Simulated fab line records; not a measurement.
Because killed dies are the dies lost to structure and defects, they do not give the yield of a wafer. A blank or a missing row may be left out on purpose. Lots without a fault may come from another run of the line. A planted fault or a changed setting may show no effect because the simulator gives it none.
fab line records -- flow sky130
[record] lots = 11, wafers = 33, last-day = 49
route steps=708 shown VT_ADJUST_LVTN@104 VT_ADJUST_HVTR@142 VT_ADJUST_PCH@150 SONOS_ONO@170
lots that met no fault: from a run of the same line without faults
start-h: start of the lot's first displayed wafer, in hours after the record's first day -- wait-h: hours from the lot's prior step to this one -- " repeats the value in the row above -- L1.1+2: one row covering several wafers at once -- - no value, or no start given -- * or withheld: withheld -- < > ~ a bound
route shown NAME@n: names a module that has steps shown in the file, with the first one's number in the route -- usual: mean/standard deviation taken from wafers without a fault -- same: alike in all rows -- chamber/n: place in a boat -- sites: the reading at each site -- _std_site: the values' standard deviation -- _edge_site: inner sites' mean taken away from outer sites' mean -- radius-mm: how far each site lies from the wafer's centre -- mask NAME#n: copy n -- behind: the last tool/chamber to shape the wafer -- hold: why the lot was held/for how many hours/how that ended -- device: which transistor (n, p or np) failed to switch -- end of line: the tests these same wafers got at the end of their route -- step lacking rows: just its recipe -- killed: dies that structure and defects cost at the first sort, which is not the same as the wafer's yield -- map: dies across one wafer; x = killed, . = not, _ = none there
set.NAME: the setting as run; set.NAME@STEP: as run at that earlier step -- model.NAME: the simulator's own value behind a step, which no gauge read
the route's steps for a sample of lots (tables are steps, rows are wafers)
services: a tool's chamber out of use, with start hour (start-h, from the record's first day; less than 0 if before it), hours out, and reason
[[steps]]
[step SKY_VT_ADJUST_LVTN_OVL_MEAS_07]
[usual] VT_ADJUST_LVTN_OVL = -0.5/1.6
lot.wafer,tool,chamber,start-h,wait-h,VT_ADJUST_LVTN_OVL[nm]
L201.3,overlay-01,-,161.44,-,-4.4
L201.4,overlay-01,-,161.44,-,-4.2
L201.5,overlay-01,-,161.44,-,-3.9
L202.2,overlay-01,-,162.37,-,-2.2
L202.3,overlay-01,-,162.37,-,-3.0
L202.5,overlay-01,-,162.37,-,-1.0
L203.4,overlay-01,-,170.75,-,1.3
L203.5,overlay-01,-,170.75,-,0.0
L203.6,overlay-01,-,170.75,-,-0.5
L204.1,overlay-01,-,174.54,-,3.3
L204.2,overlay-01,-,174.54,-,2.3
L204.6,overlay-01,-,174.54,-,2.8
L205.2,overlay-01,-,177.34,-,-0.6
L205.3,overlay-01,-,177.34,-,-1.0
L205.4,overlay-01,-,177.34,-,0.1
L206.1,overlay-02,-,178.02,-,-1.5
L206.3,overlay-02,-,178.02,-,-0.1
L206.6,overlay-02,-,178.02,-,-0.1
L207.2,overlay-01,-,189.49,-,-0.1
L207.5,overlay-01,-,189.49,-,-1.0
L207.6,overlay-01,-,189.49,-,-0.3
L208.1,overlay-02,-,189.63,-,-0.8
L208.4,overlay-02,-,189.63,-,-2.1
L208.6,overlay-02,-,189.63,-,-1.2
L215.1,overlay-01,-,231.68,-,0.4
L215.3,overlay-01,-,231.68,-,1.1
L215.5,overlay-01,-,231.68,-,0.1
L217.1,overlay-02,-,250.74,-,0.3
L217.3,overlay-02,-,250.74,-,0.2
L217.6,overlay-02,-,250.74,-,0.7
L219.1,overlay-02,-,257.82,-,0.7
L219.5,overlay-02,-,257.82,-,0.7
L219.6,overlay-02,-,257.82,-,1.4
[step SKY_VT_ADJUST_HVTR_TW_MEAS_11]
[usual] VT_ADJUST_HVTR_TW = 211.2/1.9
lot.wafer,tool,chamber,start-h,wait-h,VT_ADJUST_HVTR_TW
L201.3,film-metro-04,-,225.89,0.1,213.3
L201.4,film-metro-04,-,225.89,0.1,213.3
L201.5,film-metro-04,-,225.89,0.1,213.1
L202.2,film-metro-02,-,226.18,0.1,210.3
L202.3,film-metro-02,-,226.18,0.1,208.9
L202.5,film-metro-02,-,226.18,0.1,209.9
L203.4,film-metro-03,-,236.95,0.1,213.9
L203.5,film-metro-03,-,236.95,0.1,214.3
L203.6,film-metro-03,-,236.95,0.1,213.1
L204.1,film-metro-04,-,241.66,0.1,211.5
L204.2,film-metro-04,-,241.66,0.1,211.0
L204.6,film-metro-04,-,241.66,0.1,211.5
L205.2,film-metro-04,-,243.63,0.1,212.9
L205.3,film-metro-04,-,243.63,0.1,211.5
L205.4,film-metro-04,-,243.63,0.1,212.3
L206.1,film-metro-02,-,244.81,0.1,208.3
L206.3,film-metro-02,-,244.81,0.1,208.4
L206.6,film-metro-02,-,244.81,0.1,208.3
L207.2,film-metro-03,-,258.32,0.1,212.5
L207.5,film-metro-03,-,258.32,0.1,212.6
L207.6,film-metro-03,-,258.32,0.1,212.2
L208.1,film-metro-04,-,259.44,0.1,211.7
L208.4,film-metro-04,-,259.44,0.1,212.7
L208.6,film-metro-04,-,259.44,0.1,211.8
L215.1,film-metro-03,-,304.16,0.1,212.9
L215.3,film-metro-03,-,304.16,0.1,211.6
L215.5,film-metro-03,-,304.16,0.1,212.4
L217.1,film-metro-02,-,327.16,0.1,210.2
L217.3,film-metro-02,-,327.16,0.1,209.7
L217.6,film-metro-02,-,327.16,0.1,208.8
L219.1,film-metro-04,-,334.54,0.1,213.1
L219.5,film-metro-04,-,334.54,0.1,212.5
L219.6,film-metro-04,-,334.54,0.1,212.4
[step SKY_VT_ADJUST_PCH_OVL_MEAS_07]
[usual] VT_ADJUST_PCH_OVL = -0.2/1.6
lot.wafer,tool,chamber,start-h,wait-h,VT_ADJUST_PCH_OVL[nm]
L201.3,overlay-02,-,249.12,-,-0.6
L201.4,overlay-02,-,249.12,-,-0.4
L201.5,overlay-02,-,249.12,-,-1.0
L202.2,overlay-02,-,250.09,-,-1.8
L202.3,overlay-02,-,250.09,-,-0.7
L202.5,overlay-02,-,250.09,-,-1.9
L203.4,overlay-02,-,260.12,-,2.0
L203.5,overlay-02,-,260.12,-,-0.3
L203.6,overlay-02,-,260.12,-,2.0
L204.1,overlay-02,-,264.88,-,1.1
L204.2,overlay-02,-,264.88,-,-1.6
L204.6,overlay-02,-,264.88,-,1.1
L205.2,overlay-02,-,267.11,-,0.2
L205.3,overlay-02,-,267.11,-,1.5
L205.4,overlay-02,-,267.11,-,1.4
L206.1,overlay-02,-,268.78,-,-0.8
L206.3,overlay-02,-,268.78,-,-1.7
L206.6,overlay-02,-,268.78,-,-1.9
L207.2,overlay-02,-,283.09,-,0.0
L207.5,overlay-02,-,283.09,-,0.9
L207.6,overlay-02,-,283.09,-,1.2
L208.1,overlay-02,-,283.55,-,-1.1
L208.4,overlay-02,-,283.55,-,-4.2
L208.6,overlay-02,-,283.55,-,-2.9
L215.1,overlay-01,-,330.04,-,-1.0
L215.3,overlay-01,-,330.04,-,1.3
L215.5,overlay-01,-,330.04,-,1.5
L217.1,overlay-02,-,354.13,-,3.2
L217.3,overlay-02,-,354.13,-,1.9
L217.6,overlay-02,-,354.13,-,2.2
L219.1,overlay-02,-,362.05,-,-3.1
L219.5,overlay-02,-,362.05,-,-1.4
L219.6,overlay-02,-,362.05,-,-0.9
[step SKY_SONOS_ONO_CVD_02]
[recipe] material = Si3N4, precursor = DCS/NH3, target-thk-nm = 10.5, temp-c = 770, time-s = 180, pressure-mtorr = 250
[usual] spike-tc-bottom-C = 788.7/1.5, spike-tc-centre-C = 771.5/1, spike-tc-lower-C = 770.8/1.1, spike-tc-top-C = 784.1/1.7, spike-tc-upper-C = 769.2/1.1, zone-power-lower-pct = 13.7/0.57
lot.wafer,tool,chamber,start-h,wait-h,spike-tc-bottom-C,spike-tc-centre-C,spike-tc-lower-C,spike-tc-top-C,spike-tc-upper-C,zone-power-lower-pct
L201.3,lpcvd-02,0,274.95,0.0,786.1,771.2,768.3,782.8,768.7,14.1
L201.4,lpcvd-02,0,274.95,0.0,789.0,772.7,771.0,782.9,767.6,14.1
L201.5,lpcvd-02,0,274.95,0.0,787.6,770.3,768.9,782.7,770.0,13.9
L202.2,lpcvd-02,0,278.57,1.7,789.2,770.4,770.2,785.0,768.2,13.8
L202.3,lpcvd-02,0,278.57,1.7,787.6,771.1,771.5,782.3,768.1,14.0
L202.5,lpcvd-02,0,278.57,1.7,787.0,770.6,773.0,783.7,768.7,14.0
L203.4,lpcvd-02,0,289.29,1.7,788.6,770.7,770.8,782.6,768.7,14.3
L203.5,lpcvd-02,0,289.29,1.7,787.2,770.6,769.7,784.1,768.3,13.9
L203.6,lpcvd-02,0,289.29,1.7,790.8,771.9,770.5,783.4,766.7,13.8
L204.1,lpcvd-02,1,291.51,0.1,789.3,770.6,770.1,787.0,771.1,12.8
L204.2,lpcvd-02,1,291.51,0.1,789.8,771.7,769.6,787.6,767.7,12.7
L204.6,lpcvd-02,1,291.51,0.1,788.1,770.3,772.4,784.7,770.0,12.6
L205.2,lpcvd-02,0,294.81,0.3,789.2,772.1,769.3,783.7,768.3,14.2
L205.3,lpcvd-02,0,294.81,0.3,787.4,771.4,771.0,783.8,768.8,14.2
L205.4,lpcvd-02,0,294.81,0.3,788.6,772.6,773.4,781.7,769.0,14.1
L206.1,lpcvd-02,0,297.06,1.2,788.4,771.4,771.3,783.0,766.9,13.8
L206.3,lpcvd-02,0,297.06,1.2,789.0,771.7,770.3,783.0,768.7,14.0
L206.6,lpcvd-02,0,297.06,1.2,787.8,772.1,771.8,783.3,767.7,14.2
L207.2,lpcvd-02,0,310.89,0.0,786.0,771.2,770.6,782.2,768.0,13.9
L207.5,lpcvd-02,0,310.89,0.0,787.7,773.1,770.0,783.8,768.2,14.2
L207.6,lpcvd-02,0,310.89,0.0,787.8,771.4,771.8,783.6,768.4,14.2
L208.1,lpcvd-02,0,313.14,1.0,787.5,770.8,770.6,784.1,770.0,14.1
L208.4,lpcvd-02,0,313.14,1.0,787.6,772.7,768.0,783.9,768.3,14.1
L208.6,lpcvd-02,0,313.14,1.0,788.6,770.3,771.0,783.0,770.0,14.2
L215.1,lpcvd-02,1,359.81,0.2,781.7,763.1,763.4,778.5,763.2,12.5
L215.3,lpcvd-02,1,359.81,0.2,781.5,763.0,761.8,777.8,762.5,12.6
L215.5,lpcvd-02,1,359.81,0.2,783.8,764.3,763.3,777.9,761.2,12.6
L217.1,lpcvd-02,0,386.72,1.3,787.2,771.8,772.1,783.6,767.2,14.1
L217.3,lpcvd-02,0,386.72,1.3,788.9,772.9,770.6,783.2,768.9,13.9
L217.6,lpcvd-02,0,386.72,1.3,788.8,771.2,771.8,782.6,769.0,14.0
L219.1,lpcvd-02,0,394.45,0.1,788.2,771.6,770.3,782.8,768.6,14.1
L219.5,lpcvd-02,0,394.45,0.1,788.5,770.7,771.3,783.1,770.6,14.1
L219.6,lpcvd-02,0,394.45,0.1,787.9,771.9,771.4,782.7,770.2,14.1
[step SKY_SONOS_ONO_THK_MEAS_03]
[recipe] reads = Si3N4_of_SONOS_ONO_CVD_02
[usual] SONOS_ONO_CVD_02_THK = 10.47/0.14
lot.wafer,tool,chamber,start-h,wait-h,hold,SONOS_ONO_CVD_02_THK[nm]
L201.3,film-metro-04,-,276.02,0.0,-,10.40
L201.4,film-metro-04,-,276.02,0.0,-,10.38
L201.5,film-metro-04,-,276.02,0.0,-,10.52
L202.2,film-metro-03,-,279.63,0.0,-,10.33
L202.3,film-metro-03,-,279.63,0.0,-,10.50
L202.5,film-metro-03,-,279.63,0.0,-,10.57
L203.4,film-metro-04,-,290.37,0.0,-,10.30
L203.5,film-metro-04,-,290.37,0.0,-,10.26
L203.6,film-metro-04,-,290.37,0.0,-,10.35
L204.1,film-metro-04,-,292.56,0.0,-,10.47
L204.2,film-metro-04,-,292.56,0.0,-,10.53
L204.6,film-metro-04,-,292.56,0.0,-,10.73
L205.2,film-metro-04,-,295.87,0.0,-,10.49
L205.3,film-metro-04,-,295.87,0.0,-,10.38
L205.4,film-metro-04,-,295.87,0.0,-,10.35
L206.1,film-metro-01,-,298.11,0.0,-,10.64
L206.3,film-metro-01,-,298.11,0.0,-,10.58
L206.6,film-metro-01,-,298.11,0.0,-,10.55
L207.2,film-metro-03,-,311.95,0.0,-,10.49
L207.5,film-metro-03,-,311.95,0.0,-,10.69
L207.6,film-metro-03,-,311.95,0.0,-,10.47
L208.1,film-metro-04,-,314.19,0.0,-,10.33
L208.4,film-metro-04,-,314.19,0.0,-,10.39
L208.6,film-metro-04,-,314.19,0.0,-,10.26
L215.1,film-metro-04,-,360.86,0.0,await-dispo/0.2h/release,8.78
L215.3,film-metro-04,-,360.86,0.0,await-dispo/0.2h/release,8.81
L215.5,film-metro-04,-,360.86,0.0,await-dispo/0.2h/release,8.72
L215.1,film-metro-04,-,361.08,0.2,-,8.67
L215.3,film-metro-04,-,361.08,0.2,-,8.83
L215.5,film-metro-04,-,361.08,0.2,-,8.72
L217.1,film-metro-03,-,387.77,0.0,-,10.51
L217.3,film-metro-03,-,387.77,0.0,-,10.68
L217.6,film-metro-03,-,387.77,0.0,-,10.61
L219.1,film-metro-01,-,395.50,0.0,-,10.48
L219.5,film-metro-01,-,395.50,0.0,-,10.55
L219.6,film-metro-01,-,395.50,0.0,-,10.50
[[services]]
tool,chamber,start-h,hours,kind
lpcvd-02,-,336.33,2.8,pm
[[key]]
[first-sign] step = SKY_SONOS_ONO_CVD_02, reading = spike-tc-centre-C, direction = down, sigmas = 7.8, usual = 771.5, struck = 763.5
[effect] step = SKY_SONOS_ONO_CVD_02, reading = spike-tc-lower-C, direction = down, sigmas = 7, usual = 770.8, struck = 762.8
[effect] step = SKY_SONOS_ONO_THK_MEAS_03, reading = visit, direction = added
[effect] step = SKY_SONOS_ONO_THK_MEAS_03, reading = SONOS_ONO_CVD_02_THK, direction = down, sigmas = 12, usual = 10.47, struck = 8.77
met-at SKY_SONOS_ONO_CVD_02
struck-lots L215
struck-wafers L215.1,L215.3,L215.5
tester-left-out L215
not-acting-at SKY_VT_ADJUST_LVTN_OVL_MEAS_07,SKY_VT_ADJUST_HVTR_TW_MEAS_11,SKY_VT_ADJUST_PCH_OVL_MEAS_07
onset-between 291.51 359.81
[fault] kind = process-parameter-drift, tool = lpcvd-02, chamber = 1, onset-h = 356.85, steps = SKY_SONOS_ONO_CVD_02, channel = temp-c, offset = *, shape = step, end-h = 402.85, acts-in = *, stated = *
// tester-left-out: of these lots the tester's yield and bins aren't shown, on N5 and GAA mostly nor the transistor test; their killed dies are dies lost to structure and defects alone, not to doping, threshold or leakage, so they don't give the yield
